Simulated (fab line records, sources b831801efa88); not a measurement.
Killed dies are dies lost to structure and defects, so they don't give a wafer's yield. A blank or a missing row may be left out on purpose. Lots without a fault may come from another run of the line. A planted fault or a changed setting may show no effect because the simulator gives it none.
A struck lot beside a sound one | flow sky130 | 16 steps out of a route of 708
Sound: wafers L745.3, L745.5, L745.6. Struck: wafer L739.3. (L739.1, L739.5 of the same lot were not struck and are left out.) The cause comes at the end.
At each step with rows: each side's tool, then ch and its chambers, then its first start. Under that, the readings that differ: sound wafers | struck wafers | difference of the means | sigmas: that difference in standard deviations of wafers without a fault.
alike: readings whose means differ by less than 2 such deviations, and words and numbers that are the same on both sides. not compared: withheld readings, readings that some wafer has no value for, bounds like >300 that may hide the same value, and numbers for which the record gives no deviation and whose values overlap.
The two part at a step that has a row with sigmas, a row that says differs or no value, or rows on one side only. Numbers that don't overlap but have no deviation are shown without sigmas and don't part them. A reading that every wafer of one side lacks parts them only if that side has two wafers or more.

first, 8 steps without rows for these wafers: SKY_POLY_GATE_DEHYDRATE_05 (time 60 s); SKY_POLY_GATE_HMDS_06 (prime time 60 s); SKY_POLY_GATE_COAT_07 (resist thk 110 nm); SKY_POLY_GATE_COAT_08 (resist thk 450 nm); SKY_POLY_GATE_SOFTBAKE_09 (time 90 s); SKY_POLY_GATE_EXPOSE_10 (exposes mask P1M, target cd 150 nm); SKY_POLY_GATE_PEB_11; SKY_POLY_GATE_DEVELOP_12 (develop time 60 s).
SKY_POLY_GATE_CD_MEAS_13: target cd 150 nm.
  sound on cd_sem-02, day 26 02:46; struck on cd_sem-01, day 19 07:06
  alike: cd_nm
SKY_POLY_GATE_OVL_MEAS_14:
  sound on overlay-02, day 26 02:51; struck on overlay-02, day 19 07:13
  alike: POLY_GATE_OVL
SKY_POLY_GATE_ETCH_15: etches BARC in N2/H2, stops on SiO2, time 118.5 s, target depth 110 nm.
  sound on rie_diel-04 ch 0,1,2, day 26 02:53; struck on rie_diel-03 ch 3, day 19 07:15
  alike: drypump_motor_current_A, oes_product_au, rf_fwd_power_W, throttle_valve_pct
  not compared: rf_hours_counter_h
SKY_POLY_GATE_ETCH_16: etches Si3N4 in CH3F/O2, stops on poly-Si, time 147.5 s, target depth 75 nm.
  sound on rie_diel-04 ch 0,1,2, day 26 02:58; struck on rie_diel-03 ch 3, day 19 07:20
  alike: O2_flow_sccm, drypump_motor_current_A, oes_product_au, rf_fwd_power_W, throttle_valve_pct
  not compared: rf_hours_counter_h
SKY_POLY_GATE_ETCH_17: etches poly-Si in HBr/Cl2, stops on SiO2, target depth 180 nm, time 70.5 s.
  sound on rie_si-01 ch 1,2, day 26 03:04; struck on rie_si-02 ch 3, day 19 07:26
  reading                                          | sound             | struck | difference | sigmas
  oes_product_au (a.u.)                            | 0.980 0.982 0.977 | 0.999  | +0.019     | +2
  model.KrF-thick_of_POLY_GATE_COAT_08.thk_nm (nm) | 146.1 135.8 132.2 | 109.8  | -28.2      |
  model.SiO2_of_SONOS_ONO_CVD_04.thk_nm (nm)       | 4.261 4.143 4.095 | 3.174  | -0.992     |
  alike: drypump_motor_current_A, rf_fwd_power_W, throttle_valve_pct
  not compared: rf_hours_counter_h
SKY_POLY_GATE_STRIP_18: strips in O2/N2.
  sound on plasma_asher-01 ch 0,1, day 26 03:09; struck on plasma_asher-04 ch 1, day 19 07:31
  reading                      | sound             | struck | difference | sigmas
  oes_product_au (a.u.)        | 0.370 0.364 0.362 | 0.346  | -0.019     | -4
  strip_time_to_endpoint_s (s) | 3.26 3.13 3.09    | 2.85   | -0.31      | -6
  alike: drypump_motor_current_A
  not compared: rf_hours_counter_h
then, 1 step without rows for these wafers: SKY_POLY_GATE_CLEAN_19 (cleans in SC1/SC2, time 150 s).
-- the record jumps here: 30 days lie between the struck wafers' starts before and after (it left off in module POLY_GATE and takes up again in module PAD_OPEN, whose first step shown is number 708 of the route) --
SKY_PAD_OPEN_PROBE_99:
  sound on prober-01, day 52 13:32; struck on prober-01, day 48 19:38
  reading                            | sound             | struck | difference | sigmas
  killed_at_front_end                | 10 14 13          | 24     | +12        | +3
  killed_short                       | 43 27 35          | 54     | +19        | +3
  model.etest.tip_sonos.rs_ohm_sq    | 2677 2631 2682    | 2446   | -217       |
  model.etest.tip_n.rs_ohm_sq        | 437.8 447.8 444.7 | 435    | -8         |
  model.etest.res_pdiff_hv.rs_ohm_sq | 192.2 192 191.9   | 185.9  | -6.1       |
  alike: killed_at_M0_to_M3, killed_at_M4_up, killed_at_contacts, killed_at_other, killed_dies, killed_open

WHERE THEY PART
First at SKY_POLY_GATE_ETCH_17; last, within this record, at SKY_PAD_OPEN_PROBE_99.

WHY: what the simulator had put in
Process parameter drift: rie_si-02, from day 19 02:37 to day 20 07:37, at SKY_POLY_GATE_ETCH_17. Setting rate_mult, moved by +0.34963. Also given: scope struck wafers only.
